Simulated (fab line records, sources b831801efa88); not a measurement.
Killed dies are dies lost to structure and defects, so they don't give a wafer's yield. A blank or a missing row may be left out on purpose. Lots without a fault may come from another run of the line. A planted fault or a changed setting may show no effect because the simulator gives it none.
Chamber matching | flow sky130 | SKY_POLY_GATE_ETCH_16 on rie_diel-02: 4 sister chambers
The step etches Si3N4 in CH3F/O2, stops on poly-Si, time 147.5 s, target depth 75 nm. 4 wafers are shown with their chamber, then 8 later ones without.

WAFERS WITH THEIR CHAMBER
wafer  | chamber | oes_product_au (a.u.)
L769.5 | 0       | 0.634
L772.3 | 3       | 0.642
L772.4 | 1       | 0.642
L777.2 | 2       | 0.643

WAFERS WITHOUT THEIR CHAMBER
wafer  | oes_product_au (a.u.)
L777.3 | 0.641
L777.5 | 0.636
L778.1 | 0.637
L778.2 | 0.646
L778.4 | 0.647
L779.2 | 0.639
L779.4 | 0.640
L779.6 | 0.638

WHICH CHAMBER EACH WENT THROUGH
wafer  | from the rows above               | in truth
L777.3 | can't be placed: 1 or 3 or 2      | 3
L777.5 | can't be placed: 0 or 1 or 3 or 2 | 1
L778.1 | can't be placed: 0 or 1 or 3 or 2 | 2
L778.2 | can't be placed: 2 or 1 or 3      | 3
L778.4 | can't be placed: 2 or 1 or 3      | 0
L779.2 | can't be placed: 1 or 3 or 2 or 0 | 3
L779.4 | can't be placed: 1 or 3 or 2 or 0 | 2
L779.6 | can't be placed: 0 or 1 or 3 or 2 | 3
Placed correctly: 0 of 8. Can't be placed from these rows: 8 (the true chamber is among the candidates in 7). Placed wrongly: 0.
How it was worked out, from the rows above alone: a wafer's distance from a chamber is the root of the sum, over the readings, of the square of ((its reading less the chamber's mean) divided by the reading's scatter). The wafer belongs to the nearest chamber; if the next one is less than 2 further off, it can't be placed. A chamber's mean is the mean of its shown wafers. The scatter: with one shown wafer a chamber, the root of the mean of the squares of how far each hidden wafer lies from its nearest shown one.
